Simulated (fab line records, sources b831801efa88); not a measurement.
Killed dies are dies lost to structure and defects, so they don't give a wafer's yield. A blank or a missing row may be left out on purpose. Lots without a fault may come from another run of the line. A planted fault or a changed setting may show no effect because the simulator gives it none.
Which tool did it? | flow sfq_line | 7 lots, 21 wafers sampled, at 2 steps of a route of 325

WHAT THE GAUGES READ, wafer by wafer
SFQ_M0_RS_MEAS_904: measures by four-point-probe.
lot  | measured     | on            | M0_NB_RS (ohm/sq)
L406 | day 7 16:24  | film_metro-01 | 0.890 0.890 0.891
L408 | day 8 20:00  | film_metro-04 | 0.910 0.900 0.908
L410 | day 9 15:44  | film_metro-04 | 0.876 0.888 0.900
L414 | day 10 18:07 | film_metro-03 | 0.887 0.883 0.888
L419 | day 12 04:55 | film_metro-03 | 0.881 0.892 1.094
L422 | day 12 19:16 | film_metro-04 | 0.899 0.894 0.898
L428 | day 15 07:25 | film_metro-01 | 0.899 0.888 0.897

WHICH TOOL RAN EACH LOT (tool, then ch and the chambers of the sampled wafers, then the start)
lot  | SFQ_TRILAYER_M0_DEP_SPUTTER_019
L406 | pvd_sputter-04, day 7 16:18
L408 | pvd_sputter-03, day 8 19:54
L410 | pvd_sputter-06, day 9 15:35
L414 | pvd_sputter-03, day 10 18:01
L419 | pvd_sputter-04, day 12 04:47
L422 | pvd_sputter-03, day 12 19:11
L428 | pvd_sputter-06, day 15 07:18
- SFQ_TRILAYER_M0_DEP_SPUTTER_019: material Nb, target thk 200 nm, time 133.3 s.

THE ANSWER, worked out from the rows above alone
Rule: what is usual is taken from the lots themselves. Put in order of their means at a reading, lots are off if they are a third of the lots or fewer, leave a main group of 4 or more, and stand apart from it by a gap of 3 or more times the standard deviation of the main group's means; of several such gaps the widest counts. A main group whose means are all the same, to the digits that the tables above print for the reading, isn't used. A lot without any number at a reading at which 4 lots or more have one is off too. The other lots that the step has rows for count as sound.
Off: L419, at SFQ_M0_RS_MEAS_904 (M0_NB_RS). The main group: mean 0.894 ohm/sq, standard deviation 0.0067.
A tool fits if, at a process step before that reading, it ran every lot that is off, and no sound lot after the first of them. The gauges at SFQ_M0_RS_MEAS_904 are tried like those tools. Can't be told from this: 2 tools fit, pvd_sputter-04 at SFQ_TRILAYER_M0_DEP_SPUTTER_019, film_metro-03 at SFQ_M0_RS_MEAS_904.

WHAT THE SIMULATOR HAD PUT IN
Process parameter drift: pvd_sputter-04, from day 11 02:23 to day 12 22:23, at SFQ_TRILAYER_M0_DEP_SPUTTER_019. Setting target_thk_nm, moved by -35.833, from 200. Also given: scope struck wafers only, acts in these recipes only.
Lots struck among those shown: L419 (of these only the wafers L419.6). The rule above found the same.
